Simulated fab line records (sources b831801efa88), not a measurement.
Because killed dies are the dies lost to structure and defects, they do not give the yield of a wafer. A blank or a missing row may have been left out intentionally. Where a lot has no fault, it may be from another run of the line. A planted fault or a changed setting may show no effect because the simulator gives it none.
Chamber matching -- flow sky130 -- cmp-02 running SKY_LI_CONTACT_CMP_02: 4 sister chambers
The step polishes PSG. 4 wafers are shown with their chamber, then 11 later ones without.

## WAFERS WITH THEIR CHAMBER
wafer,chamber,motor current A (A)
L171.2,1,10.1
L173.2,0,10.2
L173.3,2,12.3
L176.2,3,15.1

## WAFERS WITH NO CHAMBER GIVEN
wafer,motor current A (A)
L176.5,12.9
L176.6,15.5
L177.1,15.3
L177.3,9.7
L177.5,12.5
L175.1,10.1
L175.4,9.0
L175.5,9.6
L178.2,10.4
L178.3,15.4
L178.5,10.9

## CHAMBER TAKEN BY EACH
wafer,from the rows above,in truth
L176.5,2,2
L176.6,3,3
L177.1,3,3
L177.3,can't be placed: 1 or 0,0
L177.5,2,2
L175.1,can't be placed: 1 or 0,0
L175.4,can't be placed: 1 or 0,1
L175.5,can't be placed: 1 or 0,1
L178.2,can't be placed: 0 or 1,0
L178.3,3,3
L178.5,can't be placed: 0 or 1 or 2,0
5 of 11 placed correctly. Cannot be placed on the basis of these rows: 6; the candidates contain the true chamber in 6. Placed wrongly: 0.
How it was worked out, from the rows above alone: a wafer's distance from a chamber is the root of the sum, over the readings, of the square of ((its reading less the chamber's mean) divided by the reading's scatter). If the next closest chamber is less than 2 further off than the closest, the wafer can't be placed; otherwise it belongs to the closest. The mean given for a chamber averages the wafers shown for that chamber. The scatter (one wafer shown for each chamber): square how far every hidden wafer sits from the nearest shown wafer, average those squares and take the square root.
